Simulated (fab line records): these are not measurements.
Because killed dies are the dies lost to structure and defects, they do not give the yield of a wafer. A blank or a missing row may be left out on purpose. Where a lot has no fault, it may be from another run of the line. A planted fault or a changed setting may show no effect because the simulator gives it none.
Which tool was responsible? || flow gf180mcu || 14 lots, 42 wafers sampled, at 3 steps of a route of 602

WHAT THE GAUGES SHOWED, per wafer
GF_CONTACT_THK_MEAS_01. Usual: CONTACT_CVD_00_THK gives 300 nm (standard deviation 3.4).
{"lot": "L411", "measured": "day 15 05:07", "on": "film-metro-03", "CONTACT_CVD_00_THK (nm)": "302 302 303", "flag": ""}
{"lot": "L412", "measured": "day 15 11:17", "on": "film-metro-01", "CONTACT_CVD_00_THK (nm)": "300 303 304", "flag": ""}
{"lot": "L413", "measured": "day 15 23:02", "on": "film-metro-02", "CONTACT_CVD_00_THK (nm)": "302 301 310", "flag": ""}
{"lot": "L415", "measured": "day 16 15:46", "on": "film-metro-03", "CONTACT_CVD_00_THK (nm)": "295 297 299", "flag": ""}
{"lot": "L417", "measured": "day 17 09:47", "on": "film-metro-02", "CONTACT_CVD_00_THK (nm)": "304 304 304", "flag": ""}
{"lot": "L418", "measured": "day 18 02:35", "on": "film-metro-03", "CONTACT_CVD_00_THK (nm)": "299 295 298", "flag": ""}
{"lot": "L419", "measured": "day 18 07:25", "on": "film-metro-03", "CONTACT_CVD_00_THK (nm)": "298 301 299", "flag": ""}
{"lot": "L420", "measured": "day 18 13:32", "on": "film-metro-03", "CONTACT_CVD_00_THK (nm)": "297 294 300", "flag": ""}
{"lot": "L429", "measured": "day 21 16:31", "on": "film-metro-02", "CONTACT_CVD_00_THK (nm)": "303 301 301", "flag": ""}
{"lot": "L430", "measured": "day 21 21:55", "on": "film-metro-02", "CONTACT_CVD_00_THK (nm)": "297 300 297", "flag": ""}
{"lot": "L431", "measured": "day 22 09:27", "on": "film-metro-02", "CONTACT_CVD_00_THK (nm)": "297 299 296", "flag": ""}
{"lot": "L432", "measured": "day 22 16:05", "on": "film-metro-02", "CONTACT_CVD_00_THK (nm)": "304 304 300", "flag": ""}
{"lot": "L433", "measured": "day 23 01:35", "on": "film-metro-02", "CONTACT_CVD_00_THK (nm)": "303 303 303", "flag": ""}
{"lot": "L434", "measured": "day 23 07:28", "on": "film-metro-02", "CONTACT_CVD_00_THK (nm)": "300 302 303", "flag": ""}

TOOL THAT RAN EACH LOT (tool first, then ch and the chambers of the sampled wafers, then the start)
{"lot": "L411", "GF_DUAL_GATE_STRIP_13": "plasma-asher-01 ch 0,1, day 8 07:45", "GF_SALICIDE_WET_ETCH_01": "wet-bench-03 ch 3, day 15 04:22"}
{"lot": "L412", "GF_DUAL_GATE_STRIP_13": "plasma-asher-01 ch 0,1, day 8 12:43", "GF_SALICIDE_WET_ETCH_01": "wet-bench-02 ch 2, day 15 10:40"}
{"lot": "L413", "GF_DUAL_GATE_STRIP_13": "plasma-asher-03 ch 1, day 9 01:41", "GF_SALICIDE_WET_ETCH_01": "wet-bench-02 ch 3, day 15 22:25"}
{"lot": "L415", "GF_DUAL_GATE_STRIP_13": "plasma-asher-04 ch 0,1, day 9 11:50", "GF_SALICIDE_WET_ETCH_01": "wet-bench-04 ch 1, day 16 15:08"}
{"lot": "L417", "GF_DUAL_GATE_STRIP_13": "plasma-asher-03 ch 0,1, day 10 03:52", "GF_SALICIDE_WET_ETCH_01": "wet-bench-02 ch 3, day 17 09:10"}
{"lot": "L418", "GF_DUAL_GATE_STRIP_13": "plasma-asher-01 ch 0,1, day 10 09:14", "GF_SALICIDE_WET_ETCH_01": "wet-bench-02 ch 3, day 18 01:42"}
{"lot": "L419", "GF_DUAL_GATE_STRIP_13": "plasma-asher-04 ch 0,1, day 10 15:55", "GF_SALICIDE_WET_ETCH_01": "wet-bench-02 ch 1, day 18 06:46"}
{"lot": "L420", "GF_DUAL_GATE_STRIP_13": "plasma-asher-04 ch 0,1, day 10 21:04", "GF_SALICIDE_WET_ETCH_01": "wet-bench-02 ch 3, day 18 12:54"}
{"lot": "L429", "GF_DUAL_GATE_STRIP_13": "plasma-asher-04 ch 1, day 13 12:41", "GF_SALICIDE_WET_ETCH_01": "wet-bench-03 ch 2, day 21 15:47"}
{"lot": "L430", "GF_DUAL_GATE_STRIP_13": "plasma-asher-04 ch 0,1, day 13 19:51", "GF_SALICIDE_WET_ETCH_01": "wet-bench-04 ch 0, day 21 21:17"}
{"lot": "L431", "GF_DUAL_GATE_STRIP_13": "plasma-asher-03 ch 0,1, day 14 05:02", "GF_SALICIDE_WET_ETCH_01": "wet-bench-04 ch 0, day 22 08:50"}
{"lot": "L432", "GF_DUAL_GATE_STRIP_13": "plasma-asher-03 ch 1, day 14 10:49", "GF_SALICIDE_WET_ETCH_01": "wet-bench-03 ch 1, day 22 15:28"}
{"lot": "L433", "GF_DUAL_GATE_STRIP_13": "plasma-asher-03 ch 1, day 14 21:19", "GF_SALICIDE_WET_ETCH_01": "wet-bench-02 ch 3, day 23 00:58"}
{"lot": "L434", "GF_DUAL_GATE_STRIP_13": "plasma-asher-04 ch 0,1, day 14 22:55", "GF_SALICIDE_WET_ETCH_01": "wet-bench-03 ch 3, day 23 06:51"}
- GF_DUAL_GATE_STRIP_13: strips in O2/N2.
- GF_SALICIDE_WET_ETCH_01: etches SiO2 in dHF, target depth 5 nm, time 100 s.

WHAT THE TOOLS THEMSELVES READ (means of the sampled wafers that have a number; where no wafer has one, the mark that the record gives instead)
GF_DUAL_GATE_STRIP_13. Usual: drypump-motor-current-A 5.54 A, standard deviation 0.22; heater-power-w 328 W, standard deviation 29; n2-flow-sccm 300.2 sccm, standard deviation 0.84; oes-product-au 0.715 a.u., standard deviation 0.0043; strip-time-to-endpoint-s 12.638 s, standard deviation 0.028.
{"lot": "L411", "tool": "plasma-asher-01", "drypump-motor-current-A (A)": 5.69, "heater-power-w (W)": 301, "n2-flow-sccm (sccm)": 300.4, "oes-product-au (a.u.)": 0.711, "strip-time-to-endpoint-s (s)": 12.671, "flag": ""}
{"lot": "L412", "tool": "plasma-asher-01", "drypump-motor-current-A (A)": 5.72, "heater-power-w (W)": 301, "n2-flow-sccm (sccm)": 300.4, "oes-product-au (a.u.)": 0.715, "strip-time-to-endpoint-s (s)": 12.619, "flag": ""}
{"lot": "L413", "tool": "plasma-asher-03", "drypump-motor-current-A (A)": 5.34, "heater-power-w (W)": 321, "n2-flow-sccm (sccm)": 300.2, "oes-product-au (a.u.)": 0.714, "strip-time-to-endpoint-s (s)": 12.598, "flag": ""}
{"lot": "L415", "tool": "plasma-asher-04", "drypump-motor-current-A (A)": 5.39, "heater-power-w (W)": 352, "n2-flow-sccm (sccm)": 300.7, "oes-product-au (a.u.)": 0.714, "strip-time-to-endpoint-s (s)": 12.643, "flag": ""}
{"lot": "L417", "tool": "plasma-asher-03", "drypump-motor-current-A (A)": 5.64, "heater-power-w (W)": 324, "n2-flow-sccm (sccm)": 300.3, "oes-product-au (a.u.)": 0.715, "strip-time-to-endpoint-s (s)": 12.615, "flag": ""}
{"lot": "L418", "tool": "plasma-asher-01", "drypump-motor-current-A (A)": 5.81, "heater-power-w (W)": 315, "n2-flow-sccm (sccm)": 300.2, "oes-product-au (a.u.)": 0.718, "strip-time-to-endpoint-s (s)": 12.636, "flag": ""}
{"lot": "L419", "tool": "plasma-asher-04", "drypump-motor-current-A (A)": 5.47, "heater-power-w (W)": 333, "n2-flow-sccm (sccm)": 300.4, "oes-product-au (a.u.)": 0.717, "strip-time-to-endpoint-s (s)": 12.642, "flag": ""}
{"lot": "L420", "tool": "plasma-asher-04", "drypump-motor-current-A (A)": 5.49, "heater-power-w (W)": 326, "n2-flow-sccm (sccm)": 301.0, "oes-product-au (a.u.)": 0.714, "strip-time-to-endpoint-s (s)": 12.681, "flag": ""}
{"lot": "L429", "tool": "plasma-asher-04", "drypump-motor-current-A (A)": 5.27, "heater-power-w (W)": 369, "n2-flow-sccm (sccm)": 301.2, "oes-product-au (a.u.)": 0.717, "strip-time-to-endpoint-s (s)": 12.624, "flag": ""}
{"lot": "L430", "tool": "plasma-asher-04", "drypump-motor-current-A (A)": 5.46, "heater-power-w (W)": 332, "n2-flow-sccm (sccm)": 300.7, "oes-product-au (a.u.)": 0.715, "strip-time-to-endpoint-s (s)": 12.631, "flag": ""}
{"lot": "L431", "tool": "plasma-asher-03", "drypump-motor-current-A (A)": 5.47, "heater-power-w (W)": 323, "n2-flow-sccm (sccm)": 299.5, "oes-product-au (a.u.)": 0.713, "strip-time-to-endpoint-s (s)": 12.658, "flag": ""}
{"lot": "L432", "tool": "plasma-asher-03", "drypump-motor-current-A (A)": 5.32, "heater-power-w (W)": 316, "n2-flow-sccm (sccm)": 300.2, "oes-product-au (a.u.)": 0.715, "strip-time-to-endpoint-s (s)": 12.650, "flag": ""}
{"lot": "L433", "tool": "plasma-asher-03", "drypump-motor-current-A (A)": 5.32, "heater-power-w (W)": 314, "n2-flow-sccm (sccm)": 298.9, "oes-product-au (a.u.)": 0.718, "strip-time-to-endpoint-s (s)": 12.650, "flag": ""}
{"lot": "L434", "tool": "plasma-asher-04", "drypump-motor-current-A (A)": 5.48, "heater-power-w (W)": 330, "n2-flow-sccm (sccm)": 300.7, "oes-product-au (a.u.)": 0.711, "strip-time-to-endpoint-s (s)": 12.633, "flag": ""}

GF_SALICIDE_WET_ETCH_01. Usual: temp-c 25.02 C, standard deviation 0.11.
{"lot": "L411", "tool": "wet-bench-03", "temp-c (C)": 25.05, "flag": ""}
{"lot": "L412", "tool": "wet-bench-02", "temp-c (C)": 25.13, "flag": ""}
{"lot": "L413", "tool": "wet-bench-02", "temp-c (C)": 25.03, "flag": ""}
{"lot": "L415", "tool": "wet-bench-04", "temp-c (C)": 25.11, "flag": ""}
{"lot": "L417", "tool": "wet-bench-02", "temp-c (C)": 25.07, "flag": ""}
{"lot": "L418", "tool": "wet-bench-02", "temp-c (C)": 24.99, "flag": ""}
{"lot": "L419", "tool": "wet-bench-02", "temp-c (C)": 25.78, "flag": "OFF"}
{"lot": "L420", "tool": "wet-bench-02", "temp-c (C)": 25.93, "flag": "OFF"}
{"lot": "L429", "tool": "wet-bench-03", "temp-c (C)": 24.93, "flag": ""}
{"lot": "L430", "tool": "wet-bench-04", "temp-c (C)": 25.02, "flag": ""}
{"lot": "L431", "tool": "wet-bench-04", "temp-c (C)": 25.14, "flag": ""}
{"lot": "L432", "tool": "wet-bench-03", "temp-c (C)": 24.85, "flag": ""}
{"lot": "L433", "tool": "wet-bench-02", "temp-c (C)": 25.04, "flag": ""}
{"lot": "L434", "tool": "wet-bench-03", "temp-c (C)": 25.05, "flag": ""}

THE ANSWER, worked out from the rows above alone
Rule: a lot counts as off when the mean over its wafers that have a number is more than 3 standard deviations away from the usual mean. Also off: a lot with no number at a reading for which 4 or more lots have one. Where the step has rows for the other lots, those lots are counted as sound. After the gauges, taken in route order, come the tools' own readings; for these a lot's mean is taken, as printed above. At the first step where some lot is off, the reading lying furthest off is the one used; lots without a number count as furthest.
Off, at GF_SALICIDE_WET_ETCH_01 on temp-c: L419, L420.
If a tool, at that step or one of the process steps before it, ran each lot that is off and ran no sound lot following the first of them, it fits. Not one of the candidates tried fits.

WHAT THE SIMULATOR PUT IN
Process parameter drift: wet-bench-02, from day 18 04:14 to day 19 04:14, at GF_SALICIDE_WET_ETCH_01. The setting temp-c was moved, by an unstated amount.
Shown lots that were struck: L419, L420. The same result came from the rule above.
